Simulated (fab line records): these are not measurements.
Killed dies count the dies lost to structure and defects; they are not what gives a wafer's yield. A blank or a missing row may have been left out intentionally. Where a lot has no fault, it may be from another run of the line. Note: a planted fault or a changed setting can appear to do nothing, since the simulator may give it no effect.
Chamber matching | flow gf180mcu | GF_V1_ETCH_16 on rie diel-04: 4 sister chambers
The step etches BARC in N2/H2. 18 wafers are shown with their chamber, then 9 later ones without.

## EACH WAFER AND ITS CHAMBER
wafer  | chamber | drypump motor current A (A) | throttle valve pct (%) | oes product au (a.u.)
L702.1 | 2       | 6.0                         | 13.238                 | 0.859
L702.5 | 3       | 5.5                         | 13.226                 | 0.865
L702.6 | 2       | 5.9                         | 13.238                 | 0.863
L704.1 | 3       | 5.5                         | 13.217                 | 0.856
L704.3 | 1       | 4.8                         | 13.226                 | 0.858
L704.4 | 2       | 6.0                         | 13.206                 | 0.855
L705.1 | 3       | 5.5                         | 13.234                 | 0.849
L705.5 | 1       | 4.8                         | 13.238                 | 0.854
L705.6 | 2       | 6.0                         | 13.224                 | 0.858
L706.2 | 0       | 5.6                         | 13.244                 | 0.854
L706.5 | 2       | 5.9                         | 13.238                 | 0.851
L706.6 | 1       | 4.8                         | 13.235                 | 0.854
L707.1 | 0       | 5.5                         | 13.241                 | 0.859
L707.5 | 1       | 4.8                         | 13.222                 | 0.852
L707.6 | 2       | 6.0                         | 13.227                 | 0.850
L709.4 | 0       | 5.6                         | 13.230                 | 0.851
L709.5 | 3       | 5.4                         | 13.217                 | 0.847
L709.6 | 0       | 5.6                         | 13.220                 | 0.844

SIGNATURES (means of the wafers above)
reading                 | chamber 0 | chamber 1 | chamber 2 | chamber 3 | scatter within a chamber
drypump motor current A | 5.575     | 4.800     | 5.967     | 5.475     | 0.045
throttle valve pct      | 13.23375  | 13.23025  | 13.22850  | 13.22350  | 0.0105
oes product au          | 0.85200   | 0.85450   | 0.85600   | 0.85425   | 0.00573
Rule: a wafer lies at a distance from a chamber equal to the root of the sum of squares, over the readings, of (its reading less the chamber's mean, divided by the reading's scatter). The wafer belongs to the nearest chamber; if the next one is less than 2 further off, it can't be placed. The scatter is the square root of a quotient: the sum, over the shown wafers, of each reading's squared deviation from its chamber's mean, divided by wafers minus chambers.

## WAFERS WHOSE CHAMBER IS MISSING
wafer  | drypump motor current A (A) | throttle valve pct (%) | oes product au (a.u.)
L712.3 | 5.6                         | 13.227                 | 0.856
L712.4 | 6.0                         | 13.236                 | 0.847
L712.5 | 4.8                         | 13.234                 | 0.858
L722.1 | 5.6                         | 13.230                 | 0.854
L722.3 | 4.8                         | 13.210                 | 0.854
L722.6 | 5.9                         | 13.219                 | 0.853
L723.2 | 5.6                         | 13.219                 | 0.854
L723.3 | 5.4                         | 13.226                 | 0.850
L723.4 | 6.0                         | 13.218                 | 0.861

## THE CHAMBER EACH PASSED THROUGH
wafer  | from the rows above     | in truth
L712.3 | can't be placed: 0 or 3 | 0
L712.4 | 2                       | 2
L712.5 | 1                       | 1
L722.1 | 0                       | 0
L722.3 | 1                       | 1
L722.6 | 2                       | 2
L723.2 | can't be placed: 0 or 3 | 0
L723.3 | 3                       | 3
L723.4 | 2                       | 2
Correctly placed: 7 of 9. Unplaceable from these rows: 2, with the true chamber sitting among the candidates in 2. Number placed wrongly: 0.
